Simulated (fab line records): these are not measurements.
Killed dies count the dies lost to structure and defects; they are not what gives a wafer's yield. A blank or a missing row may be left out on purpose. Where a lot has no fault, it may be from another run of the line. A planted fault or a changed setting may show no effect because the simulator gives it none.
fab line records | flow sky130 | part 1 of 2: steps 1 to 32 of 41
record: lots: 5 wafers: 15 last-day: 50
route steps=708 shown LOCAL_INTERCONNECT@391 CONTACT@406
lots that met no fault: taken from a fault-free run of the same line
start-h: the number of hours between the record's first day and the start of the first shown wafer of the lot | wait-h: hours elapsed since this lot's preceding step | " repeats the value in the row above | L1.1+2: a row that stands for several wafers | - either no value or no given start | * or withheld: withheld | < > ~ a bound
route shown NAME@n: NAME is a module with steps in the file, n the number in the route of the first one | usual: mean/standard deviation taken from wafers without a fault | same: alike in all rows | chamber/n: place in a boat | sites: readings site by site | _std_site: standard deviation across them | _edge_site: mean of outer sites minus mean of inner sites | radius-mm: for every site, how far away it sits from the centre of the wafer | mask NAME#n: copy n | behind: the last tool/chamber to shape the wafer | hold: why the lot was held/for how many hours/how that ended | device: which transistor (n, p or np) failed to switch | end of line: tests run on the same wafers once the route is complete | a step with no rows: only its recipe | killed: dies lost to structure and defects at the first sort, not the wafer's yield | map: the dies of a wafer, with x for killed, . for not killed, _ for no die there
set.NAME: the setting the step ran with; set.NAME@STEP: the setting that earlier step ran with | model.NAME: the simulator's own value behind a step, which no gauge read
a table for each step, a row for each wafer; lots at some steps of the route
services: when a tool's chamber went out of use (start-h, in hours from the record's first day, below 0 if earlier), for how many hours, and the reason
== steps ==
step: SKY_LOCAL_INTERCONNECT_HMDS_04
recipe: prime-time-s: 60 prime-temp-c: 120
columns lot.wafer tool chamber start-h wait-h
L079.1+3+5 litho-track-04 0 767.67 0.1
L081.1+2+4 litho-track-01 0 782.38 0.1
L094.2+3+4 litho-track-03 0 847.81 0.1
L095.1+2+3 litho-track-03 0 866.79 0.1
L096.3+5+6 litho-track-04 0 869.12 0.1
step: SKY_LOCAL_INTERCONNECT_COAT_05
recipe: resist: BARC temp-c: withheld time-s: withheld spin-rpm: 3000 resist-thk-nm: 60
columns lot.wafer tool chamber start-h wait-h
L079.1+3+5 litho-track-04 0 767.82 0.1
L081.1+2+4 litho-track-01 0 782.53 0.1
L094.2+3+4 litho-track-03 0 847.96 0.1
L095.1+2+3 litho-track-03 0 866.94 0.1
L096.3+5+6 litho-track-04 0 869.27 0.1
step: SKY_LOCAL_INTERCONNECT_COAT_06
recipe: resist: KrF-thick spin-rpm: 3000 resist-thk-nm: 450
columns lot.wafer tool chamber start-h wait-h
L079.1+3+5 litho-track-04 0 - -
L081.1+2+4 litho-track-01 0 - -
L094.2+3+4 litho-track-03 0 - -
L095.1+2+3 litho-track-03 0 - -
L096.3+5+6 litho-track-04 0 - -
step: SKY_LOCAL_INTERCONNECT_SOFTBAKE_07
recipe: temp-c: 100 time-s: 90 resist: KrF-thick
columns lot.wafer tool chamber start-h wait-h
L079.1+3+5 litho-track-04 0 - -
L081.1+2+4 litho-track-01 0 - -
L094.2+3+4 litho-track-03 0 - -
L095.1+2+3 litho-track-03 0 - -
L096.3+5+6 litho-track-04 0 - -
step: SKY_LOCAL_INTERCONNECT_EXPOSE_08
recipe: mask-id: LI1M na: 0.8 source-shape: annular sigma-inner: 0.55 sigma-outer: 0.85 target-cd-nm: 170 dose-mj: 28
same: sigma-inner: 0.55
columns lot.wafer tool chamber start-h wait-h mask
L079.1+3+5 krf-scanner-01 0 - - LI1M#0
L081.1+2+4 krf-scanner-02 0 - - LI1M#0
L094.2+3+4 krf-scanner-01 0 - - LI1M#0
L095.1+2+3 krf-scanner-02 0 - - LI1M#0
L096.3+5+6 krf-scanner-02 0 - - LI1M#0
step: SKY_LOCAL_INTERCONNECT_PEB_09
recipe: peb-temp-c: withheld peb-time-s: withheld resist: KrF-thick
columns lot.wafer tool chamber start-h wait-h
L079.1+3+5 litho-track-04 0 - -
L081.1+2+4 litho-track-03 0 - -
L094.2+3+4 litho-track-04 0 - -
L095.1+2+3 litho-track-03 0 - -
L096.3+5+6 litho-track-01 0 - -
step: SKY_LOCAL_INTERCONNECT_DEVELOP_10
recipe: develop-time-s: 60 resist: KrF-thick dev-temp-c: 21
columns lot.wafer tool chamber start-h wait-h
L079.1+3+5 litho-track-04 0 - -
L081.1+2+4 litho-track-03 0 - -
L094.2+3+4 litho-track-04 0 - -
L095.1+2+3 litho-track-03 0 - -
L096.3+5+6 litho-track-01 0 - -
step: SKY_LOCAL_INTERCONNECT_CD_MEAS_11
recipe: target-cd-nm: 170
usual: cd-nm: 170.2/1.5
columns lot.wafer tool chamber start-h wait-h cd-nm
L079.1 cd-sem-02 - 781.72 - 169.0
L079.3 " - " " 170.6
L079.5 " - " " 170.4
L081.1 cd-sem-02 - 795.68 - 169.9
L081.2 " - " " 171.4
L081.4 " - " " 168.4
L094.2 cd-sem-02 - 860.59 - 170.1
L094.3 " - " " 171.1
L094.4 " - " " 171.3
L095.1 cd-sem-01 - 880.19 - 167.9
L095.2 " - " " 169.6
L095.3 " - " " 168.8
L096.3 cd-sem-02 - 881.72 - 169.3
L096.5 " - " " 169.8
L096.6 " - " " 168.1
step: SKY_LOCAL_INTERCONNECT_OVL_MEAS_12
usual: LOCAL_INTERCONNECT_OVL: 0/6.1
columns lot.wafer tool chamber start-h wait-h LOCAL_INTERCONNECT_OVL[nm]
L079.1 overlay-01 - 781.84 0.1 9
L079.3 " - " " 2
L079.5 " - " " 7
L081.1 overlay-01 - 795.80 0.1 4
L081.2 " - " " 4
L081.4 " - " " 1
L094.2 overlay-02 - 860.70 0.1 -1
L094.3 " - " " 5
L094.4 " - " " 6
L095.1 overlay-01 - 880.31 0.1 -3
L095.2 " - " " -7
L095.3 " - " " -2
L096.3 overlay-02 - 881.81 0.1 0
L096.5 " - " " -6
L096.6 " - " " 3
step: SKY_LOCAL_INTERCONNECT_ETCH_13
recipe: chemistry: N2/H2 target: BARC ion-energy-ev: 200 bias-w: 100 pressure-mtorr: 30 n2-flow-sccm: 100 h2-flow-sccm: 200 icp-w: 500 stop-on: SiO2 time-s: 45.9 target-depth-a: 600
usual: bias-w: 99.95/0.3 drypump-motor-current-A: 5.7/0.58 oes-product-au: 0.856/0.0046 throttle-valve-pct: 13.224/0.0088
columns lot.wafer tool chamber start-h wait-h bias-w drypump-motor-current-A oes-product-au rf-hours-counter-h throttle-valve-pct
L079.1 rie-metal-02 0 781.88 0.0 99.63 4.7 0.852 11 13.219
L079.3 " 0 " " 99.73 4.7 0.851 - 13.231
L079.5 " 1 " " 99.98 5.3 0.854 - 13.233
L081.1 rie-metal-01 1 795.84 0.0 99.83 5.6 0.858 2 13.216
L081.2 " 0 " " 100.61 6.5 0.858 13 13.231
L081.4 " 1 " " 99.82 5.6 0.859 - 13.215
L094.2 rie-metal-01 0 860.73 0.0 100.28 6.5 0.853 16 13.215
L094.3 " 1 " " 99.21 5.6 0.859 - 13.221
L094.4 " 0 " " 100.30 6.5 0.856 - 13.226
L095.1 rie-metal-01 1 880.34 0.0 99.84 5.6 0.862 6 13.228
L095.2 " 1 " " 100.13 5.6 0.859 - 13.222
L095.3 " 1 " " 99.97 5.6 0.855 - 13.226
L096.3 rie-metal-01 1 881.87 0.1 100.30 5.6 0.855 - 13.218
L096.5 " 1 " " 99.46 5.6 0.856 - 13.231
L096.6 " 1 " " 99.96 5.6 0.859 - 13.232
step: SKY_LOCAL_INTERCONNECT_METAL_ETCH_14
recipe: target-depth-nm: 110 stop-on: PSG chemistry: Cl2/BCl3 target: TiN resist-sidewall-deg: 88 pressure-mtorr: 10 icp-w: 900 bias-w: 48.5 Cl2_flow_sccm: 60 bcl3-flow-sccm: 30 time-s: 31.4
usual: bias-w: 48.48/0.13 drypump-motor-current-A: 5.7/0.58 oes-product-au: 0.942/0.007 throttle-valve-pct: 21.901/0.0092
columns lot.wafer tool chamber start-h wait-h bias-w drypump-motor-current-A oes-product-au rf-hours-counter-h throttle-valve-pct
L079.1 rie-metal-02 0 781.94 0.0 48.47 4.7 0.944 11 21.892
L079.3 " 0 " " 48.49 4.7 0.937 - 21.902
L079.5 " 1 " " 48.61 5.3 0.945 - 21.892
L081.1 rie-metal-01 1 795.90 0.0 48.49 5.6 0.941 2 21.893
L081.2 " 0 " " 48.43 6.5 0.957 13 21.890
L081.4 " 1 " " 48.53 5.6 0.946 - 21.898
L094.2 rie-metal-01 0 860.79 0.0 48.43 6.5 0.931 16 21.909
L094.3 " 1 " " 48.33 5.6 0.935 - 21.912
L094.4 " 0 " " 48.32 6.5 0.927 - 21.904
L095.1 rie-metal-01 1 880.47 0.1 48.52 5.6 0.940 6 21.906
L095.2 " 1 " " 48.48 5.5 0.937 - 21.913
L095.3 " 1 " " 48.36 5.6 0.932 - 21.920
L096.3 rie-metal-01 1 881.99 0.1 48.37 5.5 0.953 - 21.897
L096.5 " 1 " " 48.56 5.5 0.951 - 21.906
L096.6 " 1 " " 48.66 5.5 0.957 - 21.900
step: SKY_LOCAL_INTERCONNECT_STRIP_15
recipe: chemistry: O2/N2 power-w: 1400 pressure-mtorr: 1500 platen-temp-c: withheld o2-flow-sccm: 3000 n2-flow-sccm: 300 overash-fraction: 0.5
usual: drypump-motor-current-A: 5.94/0.28 oes-product-au: 0.427/0.0046 strip-time-to-endpoint-s: 4.723/0.019
columns lot.wafer tool chamber start-h wait-h drypump-motor-current-A oes-product-au rf-hours-counter-h strip-time-to-endpoint-s
L079.1 plasma-asher-03 0 781.99 0.0 5.40 0.424 35 4.745
L079.3 " 1 " " 5.87 0.426 - 4.754
L079.5 " 0 " " 5.44 0.424 - 4.722
L081.1 plasma-asher-01 0 795.95 0.0 6.33 0.421 94 4.724
L081.2 " 1 " " 5.79 0.430 94 4.729
L081.4 " 1 " " 5.78 0.432 - 4.717
L094.2 plasma-asher-01 0 860.84 0.0 6.32 0.430 104 4.692
L094.3 " 0 " " 6.30 0.426 - 4.696
L094.4 " 1 " " 5.79 0.424 - 4.712
L095.1 plasma-asher-01 1 880.57 0.1 5.79 0.433 106 4.756
L095.2 " 0 " " 6.34 0.424 106 4.726
L095.3 " 0 " " 6.31 0.425 - 4.718
L096.3 plasma-asher-03 0 882.09 0.1 5.40 0.423 - 4.736
L096.5 " 0 " " 5.44 0.421 - 4.735
L096.6 " 1 " " 5.82 0.425 - 4.721
step: SKY_LOCAL_INTERCONNECT_STRIP_16
recipe: chemistry: post-etch-residue-remover time-s: 1200 temp-c: 72.5
columns lot.wafer tool chamber start-h wait-h
L079.1+3+5 wet-bench-03 0 782.09 0.1
L081.1+2+4 wet-bench-01 0 796.05 0.1
L094.2+3+4 wet-bench-02 1 860.94 0.1
L095.1+2+3 wet-bench-01 2 880.67 0.1
L096.3+5+6 wet-bench-03 1 882.16 0.0
step: SKY_LOCAL_INTERCONNECT_CLEAN_17
recipe: chemistry: IPA time-s: 180 temp-c: 25
columns lot.wafer tool chamber start-h wait-h
L079.1+3+5 wet-bench-01 2 782.43 0.0
L081.1+2+4 wet-bench-01 0 796.43 0.0
L094.2+3+4 wet-bench-01 0 861.31 0.0
L095.1+2+3 wet-bench-01 3 881.06 0.1
L096.3+5+6 wet-bench-03 3 882.50 0.0
step: SKY_LOCAL_INTERCONNECT_CLEAN_18
recipe: chemistry: O3/DIW dry: n2-spin
columns lot.wafer tool chamber start-h wait-h
L079.1+3+5 wet-bench-03 1 782.55 0.0
L081.1+2+4 wet-bench-01 1 796.49 0.0
L094.2+3+4 wet-bench-03 2 861.38 0.0
L095.1+2+3 wet-bench-01 2 881.12 0.0
L096.3+5+6 wet-bench-03 2 882.56 0.0
step: SKY_CONTACT_CVD_00
recipe: material: Si3N4 target-thk-nm: 75 temp-c: 400 time-s: withheld rf-w: 450
usual: heater-power-w: 642/81
columns lot.wafer tool chamber start-h wait-h heater-power-w
L079.1 pecvd-04 2 782.64 0.0 703
L079.3 " 0 " " 646
L079.5 " 2 " " 698
L081.1 pecvd-01 1 796.59 0.0 709
L081.2 " 2 " " 500
L081.4 " 1 " " 710
L094.2 pecvd-04 0 861.48 0.0 603
L094.3 " 2 " " 736
L094.4 " 2 " " 591
L095.1 pecvd-01 1 881.21 0.0 601
L095.2 " 2 " " 473
L095.3 " 0 " " 660
L096.3 pecvd-01 0 882.65 0.0 626
L096.5 " 2 " " 482
L096.6 " 0 " " 649
step: SKY_CONTACT_THK_MEAS_01
recipe: reads: Si3N4_of_CONTACT_CVD_00
usual: CONTACT_CVD_00_THK: 74.9/1.1
columns lot.wafer tool chamber start-h wait-h CONTACT_CVD_00_THK[nm]
L079.1 film-metro-04 - 782.67 - 73.6
L079.3 " - " " 74.8
L079.5 " - " " 75.3
L081.1 film-metro-01 - 796.62 - 75.7
L081.2 " - " " 75.0
L081.4 " - " " 75.7
L094.2 film-metro-02 - 861.53 - 76.6
L094.3 " - " " 75.4
L094.4 " - " " 75.4
L095.1 film-metro-02 - 881.25 - 75.0
L095.2 " - " " 75.6
L095.3 " - " " 74.9
L096.3 film-metro-01 - 882.71 - 74.4
L096.5 " - " " 75.9
L096.6 " - " " 75.0
step: SKY_CONTACT_HDPCVD_02
recipe: material: SiO2 target-thk-nm: 565 sigma-open-frac: 0.3 time-s: 94.2 temp-c: 600 sih4-flow-sccm: 60 pressure-mtorr: 6
usual: sih4-flow-sccm: 59.99/0.17
columns lot.wafer tool chamber start-h wait-h sih4-flow-sccm
L079.1 hdpcvd-02 2 782.73 0.1 59.82
L079.3 " 0 " " 59.96
L079.5 " 2 " " 59.67
L081.1 hdpcvd-01 0 796.68 0.1 59.96
L081.2 " 2 " " 60.02
L081.4 " 1 " " 59.97
L094.2 hdpcvd-01 0 861.58 0.0 59.87
L094.3 " 1 " " 60.16
L094.4 " 2 " " 60.09
L095.1 hdpcvd-01 0 881.31 0.1 59.92
L095.2 " 1 " " 60.14
L095.3 " 2 " " 60.14
L096.3 hdpcvd-02 1 882.75 0.0 60.12
L096.5 " 0 " " 59.69
L096.6 " 1 " " 59.92
step: SKY_CONTACT_THK_MEAS_03
recipe: reads: SiO2_of_CONTACT_HDPCVD_02
usual: CONTACT_HDPCVD_THK: 564/6.5
columns lot.wafer tool chamber start-h wait-h CONTACT_HDPCVD_THK[nm]
L079.1 film-metro-02 - 782.80 0.0 564
L079.3 " - " " 557
L079.5 " - " " 568
L081.1 film-metro-04 - 796.75 0.0 574
L081.2 " - " " 581
L081.4 " - " " 565
L094.2 film-metro-01 - 861.66 0.0 563
L094.3 " - " " 563
L094.4 " - " " 565
L095.1 film-metro-01 - 881.37 0.0 559
L095.2 " - " " 561
L095.3 " - " " 573
L096.3 film-metro-04 - 882.83 0.1 561
L096.5 " - " " 557
L096.6 " - " " 561
step: SKY_CONTACT_CMP_04
recipe: material: SiO2 down-force-psi: 4 platen-rpm: 60 pad-velocity-m-s: 0.94248
usual: motor-current-A: 12.3/1.5 time-to-endpoint-s: 83/3.6
columns lot.wafer tool chamber start-h wait-h motor-current-A time-to-endpoint-s
L079.1 cmp-01 3 782.91 0.1 9.6 84
L079.3 " 1 " " 13.0 82
L079.5 " 3 " " 10.3 87
L081.1 cmp-02 2 796.81 0.1 13.5 80
L081.2 " 3 " " 13.5 81
L081.4 " 0 " " 12.4 75
L094.2 cmp-01 1 861.71 0.0 12.4 82
L094.3 " 2 " " 13.9 81
L094.4 " 0 " " 9.5 81
L095.3 cmp-01 3 881.43 0.0 9.9 88
L095.1 " 1 " " 12.7 80
L095.2 " 2 " " 13.0 83
L096.3 cmp-02 1 883.02 0.2 13.8 83
L096.6 " 2 " " 12.8 82
L096.5 " 3 " " 12.9 77
step: SKY_CONTACT_BOW_MEAS_05
recipe: mode: bow
usual: CONTACT_BOW: 82/6.7
columns lot.wafer tool chamber start-h wait-h CONTACT_BOW[um]
L079.1 film-metro-04 - 783.16 0.2 87
L079.3 " - " " 98
L079.5 " - " " 85
L081.1 film-metro-02 - 797.11 0.2 85
L081.2 " - " " 91
L081.4 " - " " 87
L094.2 film-metro-02 - 862.03 0.3 84
L094.3 " - " " 91
L094.4 " - " " 79
L095.1 film-metro-01 - 881.73 0.1 80
L095.2 " - " " 69
L095.3 " - " " 80
L096.3 film-metro-04 - 883.21 0.1 81
L096.5 " - " " 77
L096.6 " - " " 74
step: SKY_CONTACT_DEHYDRATE_06
recipe: temp-c: 200 time-s: 60
columns lot.wafer tool chamber start-h wait-h
L079.1+3+5 litho-track-02 0 795.18 12.0
L081.1+2+4 litho-track-03 0 808.73 11.6
L094.2+3+4 litho-track-03 0 875.26 13.2
L095.1+2+3 litho-track-01 0 893.53 11.8
L096.3+5+6 litho-track-01 0 895.33 12.1
step: SKY_CONTACT_HMDS_07
recipe: prime-time-s: 60 prime-temp-c: 120
columns lot.wafer tool chamber start-h wait-h
L079.1+3+5 litho-track-02 0 795.33 0.1
L081.1+2+4 litho-track-03 0 808.88 0.1
L094.2+3+4 litho-track-03 0 875.41 0.1
L095.1+2+3 litho-track-01 0 893.68 0.1
L096.3+5+6 litho-track-01 0 895.48 0.1
step: SKY_CONTACT_COAT_08
recipe: resist: BARC temp-c: withheld time-s: withheld spin-rpm: 3000 resist-thk-nm: 60
columns lot.wafer tool chamber start-h wait-h
L079.1+3+5 litho-track-02 0 795.48 0.1
L081.1+2+4 litho-track-03 0 809.03 0.1
L094.2+3+4 litho-track-03 0 875.56 0.1
L095.1+2+3 litho-track-01 0 893.83 0.1
L096.3+5+6 litho-track-01 0 895.63 0.1
step: SKY_CONTACT_COAT_09
recipe: resist: KrF-thick spin-rpm: 3000 resist-thk-nm: 450
columns lot.wafer tool chamber start-h wait-h
L079.1+3+5 litho-track-02 0 - -
L081.1+2+4 litho-track-03 0 - -
L094.2+3+4 litho-track-03 0 - -
L095.1+2+3 litho-track-01 0 - -
L096.3+5+6 litho-track-01 0 - -
step: SKY_CONTACT_SOFTBAKE_10
recipe: temp-c: 100 time-s: 90 resist: KrF-thick
columns lot.wafer tool chamber start-h wait-h
L079.1+3+5 litho-track-02 0 - -
L081.1+2+4 litho-track-03 0 - -
L094.2+3+4 litho-track-03 0 - -
L095.1+2+3 litho-track-01 0 - -
L096.3+5+6 litho-track-01 0 - -
step: SKY_CONTACT_EXPOSE_11
recipe: mask-id: CTM1 na: 0.8 source-shape: annular sigma-inner: 0.55 sigma-outer: 0.85 target-cd-nm: 170 dose-mj: 38
same: sigma-inner: 0.55
columns lot.wafer tool chamber start-h wait-h mask
L079.1+3+5 krf-scanner-01 0 - - CTM1#0
L081.1+2+4 krf-scanner-02 0 - - CTM1#0
L094.2+3+4 krf-scanner-01 0 - - CTM1#0
L095.1+2+3 krf-scanner-01 0 - - CTM1#0
L096.3+5+6 krf-scanner-02 0 - - CTM1#0
step: SKY_CONTACT_PEB_12
recipe: peb-temp-c: withheld peb-time-s: withheld resist: KrF-thick
columns lot.wafer tool chamber start-h wait-h
L079.1+3+5 litho-track-03 0 - -
L081.1+2+4 litho-track-02 0 - -
L094.2+3+4 litho-track-01 0 - -
L095.1+2+3 litho-track-01 0 - -
L096.3+5+6 litho-track-03 0 - -
step: SKY_CONTACT_DEVELOP_13
recipe: develop-time-s: 60 resist: KrF-thick dev-temp-c: 21
columns lot.wafer tool chamber start-h wait-h
L079.1+3+5 litho-track-03 0 - -
L081.1+2+4 litho-track-02 0 - -
L094.2+3+4 litho-track-01 0 - -
L095.1+2+3 litho-track-01 0 - -
L096.3+5+6 litho-track-03 0 - -
step: SKY_CONTACT_CD_MEAS_14
recipe: target-cd-nm: 170
usual: cd-nm: 170.2/1.7
columns lot.wafer tool chamber start-h wait-h cd-nm
L079.1 cd-sem-01 - 808.43 - 170.9
L079.3 " - " " 172.1
L079.5 " - " " 171.7
L081.1 cd-sem-02 - 823.48 - 169.1
L081.2 " - " " 169.3
L081.4 " - " " 168.4
L094.2 cd-sem-01 - 887.05 - 171.7
L094.3 " - " " 171.8
L094.4 " - " " 171.9
L095.1 cd-sem-01 - 907.33 - 170.2
L095.2 " - " " 169.3
L095.3 " - " " 169.6
L096.3 cd-sem-02 - 908.79 - 171.5
L096.5 " - " " 168.8
L096.6 " - " " 170.9
step: SKY_CONTACT_OVL_MEAS_15
usual: CONTACT_OVL: -3/6.3
columns lot.wafer tool chamber start-h wait-h CONTACT_OVL[nm]
L079.1 overlay-02 - 808.55 0.1 6
L079.3 " - " " 3
L079.5 " - " " 1
L081.1 overlay-01 - 823.60 0.1 -5
L081.2 " - " " -8
L081.4 " - " " -3
L094.2 overlay-01 - 887.15 0.1 8
L094.3 " - " " 4
L094.4 " - " " 12
L095.1 overlay-01 - 907.45 0.1 -6
L095.2 " - " " 1
L095.3 " - " " -2
L096.3 overlay-02 - 908.88 0.1 -1
L096.5 " - " " -1
L096.6 " - " " -1
step: SKY_CONTACT_ETCH_16
recipe: chemistry: N2/H2 target: BARC ion-energy-ev: 200 source-w: 500 bias-w: 100 pressure-mtorr: 30 n2-flow-sccm: 100 h2-flow-sccm: 200 stop-on: SiO2 time-s: 45.9 target-depth-a: 600
usual: bias-w: 100.0/0.31 drypump-motor-current-A: 5.5/0.57 oes-product-au: 0.855/0.0046 throttle-valve-pct: 13.223/0.009
columns lot.wafer tool chamber start-h wait-h bias-w drypump-motor-current-A oes-product-au rf-hours-counter-h throttle-valve-pct
L079.1 rie-diel-03 2 808.59 0.0 100.1 5.1 0.857 9 13.234
L079.3 " 0 " " 100.3 6.3 0.865 20 13.227
L079.5 " 2 " " 99.8 5.1 0.851 - 13.230
L081.1 rie-diel-02 3 823.64 0.0 100.5 6.8 0.862 12 13.239
L081.2 " 0 " " 100.0 6.3 0.862 14 13.228
L081.4 " 2 " " 99.8 5.5 0.856 17 13.241
L094.2 rie-diel-04 2 887.18 0.0 100.4 5.0 0.858 12 13.216
L094.3 " 3 " " 99.5 5.2 0.849 19 13.220
L094.4 " 0 " " 99.9 5.0 0.855 4 13.222
L095.1 rie-diel-04 0 907.48 0.0 99.9 5.1 0.854 5 13.216
L095.2 " 3 " " 100.5 5.2 0.862 20 13.226
L095.3 " 1 " " 100.0 6.3 0.854 4 13.224
L096.3 rie-diel-04 3 908.91 0.0 99.5 5.2 0.849 20 13.213
L096.5 " 2 " " 100.7 5.0 0.851 - 13.223
L096.6 " 3 " " 99.9 5.2 0.857 - 13.218
